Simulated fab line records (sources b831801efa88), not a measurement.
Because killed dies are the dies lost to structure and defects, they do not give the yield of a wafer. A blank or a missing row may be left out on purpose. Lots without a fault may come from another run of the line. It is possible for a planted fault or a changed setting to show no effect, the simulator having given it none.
A lot that was struck, set against a sound lot | flow sky130 | 15 out of 708 route steps
Sound: wafers L704.3, L704.4, L704.5. Struck: wafer L707.4. (L707.2 of the same lot was not struck and is left out.) The cause comes at the end.
Each step with rows lists, per side, the tool, then ch with its chambers, then its first start. Under that, the readings that differ: sound wafers | struck wafers | difference of the means | sigmas: that difference in standard deviations of wafers without a fault.
alike: readings whose means differ by less than 2 such deviations, and words and numbers that are the same on both sides. not compared: withheld readings, readings that some wafer has no value for, bounds like >300 that may hide the same value, and numbers for which the record gives no deviation and whose values overlap.
The two part at a step that has a row with sigmas, a row that says differs or no value, or rows on one side only. Numbers that don't overlap but have no deviation are shown without sigmas and don't part them. A reading missing from all wafers of one side parts the sides only when that side holds two or more wafers.

SKY_FIELD_ISO_ETCH_15: etches the open film in CHF3/O2, stops on Si, target depth 180 nm, time 72 s.
  sound on rie_diel-01 ch 1,2,3, day 2 09:58; struck on rie_diel-04 ch 1, day 3 03:07
  reading               | sound             | struck | difference | sigmas
  oes_product_au (a.u.) | 0.947 0.944 0.945 | 0.962  | +0.017     | +2
  alike: bias_w, drypump_motor_current_A, throttle_valve_pct
  not compared: rf_hours_counter_h
SKY_FIELD_ISO_STRIP_16: strips in O2/N2.
  sound on plasma_asher-03 ch 0,1, day 2 10:03; struck on plasma_asher-03 ch 1, day 3 03:10
  alike: drypump_motor_current_A, oes_product_au, strip_time_to_endpoint_s
  not compared: rf_hours_counter_h
SKY_FIELD_ISO_ETCH_17: etches Si in HBr/Cl2/O2, target depth 342 nm, time 97.7 s.
  sound on rie_si-01 ch 2,3, day 2 10:07; struck on rie_si-01 ch 3, day 3 03:16
  reading    | sound             | struck | difference | sigmas
  bias_w (W) | 149.8 149.2 149.8 | 150.6  | +1.0       | +2
  alike: drypump_motor_current_A, oes_product_au, throttle_valve_pct
  not compared: rf_hours_counter_h
then, 5 steps without rows for these wafers: SKY_FIELD_ISO_WET_ETCH_18 (etches Si3N4 in H3PO4, target depth 25 nm, time 286 s); SKY_FIELD_ISO_CLEAN_19 (cleans in SC1/SC2, time 150 s); SKY_FIELD_ISO_CLEAN_20 (cleans in dHF, time 20 s); SKY_FIELD_ISO_WET_ETCH_21 (etches SiO2 in dHF, target depth 20 nm, time 400 s); SKY_FIELD_ISO_OXIDATION_22 (stabilise 600 s, purge 300 s, target thk 10 nm).
SKY_FIELD_ISO_THK_MEAS_23:
  sound on film_metro-02, day 2 11:39; struck on film_metro-02, day 3 05:02
  alike: FIELD_ISO_OXIDATION_01_THK
then, 1 step without rows for these wafers: SKY_FIELD_ISO_CVD_24 (deposits SiO2, target thk 595 nm, time 99.2 s).
SKY_FIELD_ISO_THK_MEAS_25:
  sound on film_metro-03, day 2 11:47; struck on film_metro-01, day 3 05:10
  alike: FIELD_ISO_CVD_24_THK
then, 1 step without rows for these wafers: SKY_FIELD_ISO_ANNEAL_26 (time 1800 s).
SKY_FIELD_ISO_CMP_27: polishes, stops on Si3N4, t overpolish 16 s, target thk 457.8 nm.
  sound on cmp-02 ch 1,2,3, day 2 14:44; struck on cmp-02 ch 3, day 3 06:43
  reading                | sound       | struck | difference | sigmas
  time_to_endpoint_s (s) | 112 106 108 | 63     | -46        | -13
  alike: motor_current_A, overpolish_run_s, platen_rpm
then, 1 step without rows for these wafers: SKY_FIELD_ISO_WET_ETCH_28 (etches SiO2 in dHF, target depth 23.7 nm, time 47 s).
-- record jumps: 44 days separate the struck wafers' starts on either side; left off in module FIELD_ISO, taken up again in module PAD_OPEN, whose first shown step is the route's number 708 --
SKY_PAD_OPEN_PROBE_99:
  sound on prober-01, day 45 22:11; struck on prober-02, day 46 23:34
  reading            | sound    | struck | difference | sigmas
  killed_at_M0_to_M3 | 42 56 35 | 28     | -16        | -2
  killed_dies        | 74 89 81 | 55     | -26        | -3
  killed_open        | 48 61 47 | 26     | -26        | -3
  alike: killed_at_M4_up, killed_at_contacts, killed_at_front_end, killed_at_other, killed_short

== WHERE THEY PART ==
Earliest at SKY_FIELD_ISO_ETCH_15; latest, in this record, at SKY_PAD_OPEN_PROBE_99.

WHY: what the simulator had put in
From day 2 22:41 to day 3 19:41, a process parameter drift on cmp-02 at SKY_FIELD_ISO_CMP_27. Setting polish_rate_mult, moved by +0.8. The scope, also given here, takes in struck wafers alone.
